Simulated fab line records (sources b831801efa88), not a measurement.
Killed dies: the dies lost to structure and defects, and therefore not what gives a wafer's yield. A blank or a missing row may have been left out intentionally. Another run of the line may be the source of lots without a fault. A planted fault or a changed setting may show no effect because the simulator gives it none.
fab line records :: flow sky130
record
  lots=13
  wafers=38
  last-day=49
route steps=708 shown LDD_P@264
lots that met no fault: from a run of the same line without faults
start-h: hours from the record's opening day to when the first of the lot's shown wafers began :: wait-h: hours elapsed since this lot's preceding step :: " as in the row above :: L1.1+2: a row that stands for several wafers :: - either no value or no given start :: * or withheld: withheld :: < > ~ a bound
route shown NAME@n: NAME is a module with steps in the file, n the number in the route of the first one :: usual: mean and standard deviation over wafers with no fault :: same: alike in all rows :: chamber/n: place in a boat :: sites: the reading at each site :: _std_site: the standard deviation of these :: _edge_site: mean of outer sites minus mean of inner sites :: radius-mm: for every site, how far away it sits from the centre of the wafer :: mask NAME#n: copy n :: behind: tool/chamber where the wafer was last shaped :: hold: the reason the lot was held/the length of the hold in hours/how it ended :: device: the transistor (n, p or np) that didn't switch :: end of line: the tests these same wafers got at the end of their route :: step lacking rows: just its recipe :: killed: dies lost to structure and defects at the first sort, not the wafer's yield :: map: a wafer's dies, x killed, . not, _ none there
set.NAME: the setting the step ran with; set.NAME@STEP: the setting that earlier step ran with :: model.NAME: the simulator's own value behind a step, which no gauge read
a sample of lots followed through the steps of the route, with each step as a table and each wafer as a row
services: a tool's chamber out of use, with start hour (start-h, from the record's first day; less than 0 if before it), hours out, and reason
## steps
# step SKY_LDD_P_IMPLANT_09
# recipe
  species=BF2
  energy-kev=25
  dose-cm2=1e+13
  tilt-deg=withheld
# usual
  end-station-pressure-torr=5.02e-06/2.6e-07
lot.wafer: L359.1
tool: implanter-03
chamber: 0
start-h: 433.66
wait-h: 0.0
end-station-pressure-torr: 5.01e-06

lot.wafer: L359.4
tool: implanter-03
chamber: 0
start-h: 433.66
wait-h: 0.0
end-station-pressure-torr: 5e-06

lot.wafer: L359.6
tool: implanter-03
chamber: 0
start-h: 433.66
wait-h: 0.0
end-station-pressure-torr: 5.37e-06

lot.wafer: L360.4
tool: implanter-03
chamber: 0
start-h: 438.39
wait-h: 0.1
end-station-pressure-torr: 5.17e-06

lot.wafer: L360.5
tool: implanter-03
chamber: 0
start-h: 438.39
wait-h: 0.1
end-station-pressure-torr: 4.92e-06

lot.wafer: L360.6
tool: implanter-03
chamber: 0
start-h: 438.39
wait-h: 0.1
end-station-pressure-torr: 5.17e-06

lot.wafer: L361.1
tool: implanter-04
chamber: 0
start-h: 447.47
wait-h: 0.0
end-station-pressure-torr: 5.45e-06

lot.wafer: L361.3
tool: implanter-04
chamber: 0
start-h: 447.47
wait-h: 0.0
end-station-pressure-torr: 4.85e-06

lot.wafer: L361.6
tool: implanter-04
chamber: 0
start-h: 447.47
wait-h: 0.0
end-station-pressure-torr: 5.33e-06

lot.wafer: L362.1
tool: implanter-03
chamber: 0
start-h: 451.26
wait-h: 0.0
end-station-pressure-torr: 5.12e-06

lot.wafer: L362.3
tool: implanter-03
chamber: 0
start-h: 451.26
wait-h: 0.0
end-station-pressure-torr: 4.22e-06

lot.wafer: L362.5
tool: implanter-03
chamber: 0
start-h: 451.26
wait-h: 0.0
end-station-pressure-torr: 5.13e-06

lot.wafer: L363.2
tool: implanter-03
chamber: 0
start-h: 468.39
wait-h: 0.0
end-station-pressure-torr: 4.88e-06

lot.wafer: L363.3
tool: implanter-03
chamber: 0
start-h: 468.39
wait-h: 0.0
end-station-pressure-torr: 5.34e-06

lot.wafer: L363.4
tool: implanter-03
chamber: 0
start-h: 468.39
wait-h: 0.0
end-station-pressure-torr: 4.89e-06

lot.wafer: L364.2
tool: implanter-02
chamber: 0
start-h: 480.39
wait-h: 0.0
end-station-pressure-torr: 4.87e-06

lot.wafer: L364.3
tool: implanter-02
chamber: 0
start-h: 480.39
wait-h: 0.0
end-station-pressure-torr: 5.04e-06

lot.wafer: L364.6
tool: implanter-02
chamber: 0
start-h: 480.39
wait-h: 0.0
end-station-pressure-torr: 5.47e-06

lot.wafer: L365.1
tool: implanter-04
chamber: 0
start-h: 492.40
wait-h: 0.0
end-station-pressure-torr: 4.68e-06

lot.wafer: L365.2
tool: implanter-04
chamber: 0
start-h: 492.40
wait-h: 0.0
end-station-pressure-torr: 4.52e-06

lot.wafer: L365.5
tool: implanter-04
chamber: 0
start-h: 492.40
wait-h: 0.0
end-station-pressure-torr: 5.13e-06

lot.wafer: L366.3
tool: implanter-03
chamber: 0
start-h: 499.40
wait-h: 0.1
end-station-pressure-torr: 4.59e-06

lot.wafer: L366.4
tool: implanter-03
chamber: 0
start-h: 499.40
wait-h: 0.1
end-station-pressure-torr: 5.08e-06

lot.wafer: L366.5
tool: implanter-03
chamber: 0
start-h: 499.40
wait-h: 0.1
end-station-pressure-torr: 4.73e-06

lot.wafer: L367.1
tool: implanter-02
chamber: 0
start-h: 504.56
wait-h: 0.0
end-station-pressure-torr: 4.86e-06

lot.wafer: L367.3
tool: implanter-02
chamber: 0
start-h: 504.56
wait-h: 0.0
end-station-pressure-torr: 5.56e-06

lot.wafer: L367.4
tool: implanter-02
chamber: 0
start-h: 504.56
wait-h: 0.0
end-station-pressure-torr: 4.88e-06

lot.wafer: L368.2
tool: implanter-02
chamber: 0
start-h: 517.89
wait-h: 0.0
end-station-pressure-torr: 5.24e-06

lot.wafer: L368.4
tool: implanter-02
chamber: 0
start-h: 517.89
wait-h: 0.0
end-station-pressure-torr: 5.52e-06

lot.wafer: L368.6
tool: implanter-02
chamber: 0
start-h: 517.89
wait-h: 0.0
end-station-pressure-torr: 5.33e-06

lot.wafer: L369.2
tool: implanter-03
chamber: 0
start-h: 529.27
wait-h: 0.0
end-station-pressure-torr: 4.97e-06

lot.wafer: L369.3
tool: implanter-03
chamber: 0
start-h: 529.27
wait-h: 0.0
end-station-pressure-torr: 5.44e-06

lot.wafer: L369.5
tool: implanter-03
chamber: 0
start-h: 529.27
wait-h: 0.0
end-station-pressure-torr: 4.28e-06

lot.wafer: L372.1
tool: implanter-03
chamber: 0
start-h: 564.20
wait-h: 0.0
end-station-pressure-torr: 5.15e-06

lot.wafer: L372.3
tool: implanter-03
chamber: 0
start-h: 564.20
wait-h: 0.0
end-station-pressure-torr: 4.93e-06

lot.wafer: L372.5
tool: implanter-03
chamber: 0
start-h: 564.20
wait-h: 0.0
end-station-pressure-torr: 4.96e-06

lot.wafer: L378.2
tool: implanter-04
chamber: 0
start-h: 606.89
wait-h: 0.0
end-station-pressure-torr: 5.39e-06

lot.wafer: L378.3
tool: implanter-04
chamber: 0
start-h: 606.89
wait-h: 0.0
end-station-pressure-torr: 4.99e-06
# step SKY_LDD_P_TW_MEAS_11
# usual
  LDD_P_TW=640/3.9
lot.wafer: L359.1
tool: film-metro-01
chamber: -
start-h: 433.91
wait-h: 0.1
LDD_P_TW: 642

lot.wafer: L359.4
tool: film-metro-01
chamber: -
start-h: 433.91
wait-h: 0.1
LDD_P_TW: 643

lot.wafer: L359.6
tool: film-metro-01
chamber: -
start-h: 433.91
wait-h: 0.1
LDD_P_TW: 640

lot.wafer: L360.4
tool: film-metro-02
chamber: -
start-h: 438.59
wait-h: 0.1
LDD_P_TW: 633

lot.wafer: L360.5
tool: film-metro-02
chamber: -
start-h: 438.59
wait-h: 0.1
LDD_P_TW: 633

lot.wafer: L360.6
tool: film-metro-02
chamber: -
start-h: 438.59
wait-h: 0.1
LDD_P_TW: 633

lot.wafer: L361.1
tool: film-metro-04
chamber: -
start-h: 447.72
wait-h: 0.1
LDD_P_TW: 639

lot.wafer: L361.3
tool: film-metro-04
chamber: -
start-h: 447.72
wait-h: 0.1
LDD_P_TW: 639

lot.wafer: L361.6
tool: film-metro-04
chamber: -
start-h: 447.72
wait-h: 0.1
LDD_P_TW: 638

lot.wafer: L362.1
tool: film-metro-02
chamber: -
start-h: 451.51
wait-h: 0.1
LDD_P_TW: 633

lot.wafer: L362.3
tool: film-metro-02
chamber: -
start-h: 451.51
wait-h: 0.1
LDD_P_TW: 633

lot.wafer: L362.5
tool: film-metro-02
chamber: -
start-h: 451.51
wait-h: 0.1
LDD_P_TW: 638

lot.wafer: L363.2
tool: film-metro-01
chamber: -
start-h: 468.62
wait-h: 0.1
LDD_P_TW: 645

lot.wafer: L363.3
tool: film-metro-01
chamber: -
start-h: 468.62
wait-h: 0.1
LDD_P_TW: 639

lot.wafer: L363.4
tool: film-metro-01
chamber: -
start-h: 468.62
wait-h: 0.1
LDD_P_TW: 648

lot.wafer: L364.2
tool: film-metro-04
chamber: -
start-h: 480.62
wait-h: 0.1
LDD_P_TW: 641

lot.wafer: L364.3
tool: film-metro-04
chamber: -
start-h: 480.62
wait-h: 0.1
LDD_P_TW: 636

lot.wafer: L364.6
tool: film-metro-04
chamber: -
start-h: 480.62
wait-h: 0.1
LDD_P_TW: 638

lot.wafer: L365.1
tool: film-metro-02
chamber: -
start-h: 492.65
wait-h: 0.1
LDD_P_TW: 631

lot.wafer: L365.2
tool: film-metro-02
chamber: -
start-h: 492.65
wait-h: 0.1
LDD_P_TW: 631

lot.wafer: L365.5
tool: film-metro-02
chamber: -
start-h: 492.65
wait-h: 0.1
LDD_P_TW: 634

lot.wafer: L366.3
tool: film-metro-04
chamber: -
start-h: 499.62
wait-h: 0.1
LDD_P_TW: 641

lot.wafer: L366.4
tool: film-metro-04
chamber: -
start-h: 499.62
wait-h: 0.1
LDD_P_TW: 641

lot.wafer: L366.5
tool: film-metro-04
chamber: -
start-h: 499.62
wait-h: 0.1
LDD_P_TW: 638

lot.wafer: L367.1
tool: film-metro-04
chamber: -
start-h: 504.81
wait-h: 0.1
LDD_P_TW: 643

lot.wafer: L367.3
tool: film-metro-04
chamber: -
start-h: 504.81
wait-h: 0.1
LDD_P_TW: 640

lot.wafer: L367.4
tool: film-metro-04
chamber: -
start-h: 504.81
wait-h: 0.1
LDD_P_TW: 641

lot.wafer: L368.2
tool: film-metro-01
chamber: -
start-h: 518.12
wait-h: 0.1
LDD_P_TW: 635

lot.wafer: L368.4
tool: film-metro-01
chamber: -
start-h: 518.12
wait-h: 0.1
LDD_P_TW: 636

lot.wafer: L368.6
tool: film-metro-01
chamber: -
start-h: 518.12
wait-h: 0.1
LDD_P_TW: 638

lot.wafer: L369.2
tool: film-metro-01
chamber: -
start-h: 529.51
wait-h: 0.1
LDD_P_TW: 646

lot.wafer: L369.3
tool: film-metro-01
chamber: -
start-h: 529.51
wait-h: 0.1
LDD_P_TW: 648

lot.wafer: L369.5
tool: film-metro-01
chamber: -
start-h: 529.51
wait-h: 0.1
LDD_P_TW: 644

lot.wafer: L372.1
tool: film-metro-04
chamber: -
start-h: 564.45
wait-h: 0.1
LDD_P_TW: 639

lot.wafer: L372.3
tool: film-metro-04
chamber: -
start-h: 564.45
wait-h: 0.1
LDD_P_TW: 643

lot.wafer: L372.5
tool: film-metro-04
chamber: -
start-h: 564.45
wait-h: 0.1
LDD_P_TW: 640

lot.wafer: L378.2
tool: film-metro-04
chamber: -
start-h: 607.12
wait-h: 0.1
LDD_P_TW: 639

lot.wafer: L378.3
tool: film-metro-04
chamber: -
start-h: 607.12
wait-h: 0.1
LDD_P_TW: 625
## services
tool: implanter-04
chamber: -
start-h: 470.48
hours: 3.2
kind: pm

tool: implanter-02
chamber: -
start-h: 559.18
hours: 7.7
kind: pm

tool: implanter-02
chamber: -
start-h: 566.80
hours: 3.6
kind: repair
## key
first-sign
  step=SKY_LDD_P_TW_MEAS_11
  reading=LDD_P_TW
  direction=down
  sigmas=3.8
  usual=640
  struck=625
effect none on later readings
met-at SKY_LDD_P_IMPLANT_09
struck-lots L378
struck-wafers L378.3
tester-left-out L378
onset-between 492.40 606.89
fault
  kind=process-parameter-drift
  tool=implanter-04
  chamber=-
  onset-h=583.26
  steps=SKY_LDD_P_IMPLANT_09
  channel=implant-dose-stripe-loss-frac
  offset=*
  shape=step
  end-h=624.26
  scope=struck-wafers-only
# tester-left-out: of these lots the tester's yield and bins aren't shown, on N5 and GAA mostly nor the transistor test; their killed dies are dies lost to structure and defects alone, not to doping, threshold or leakage, so they don't give the yield
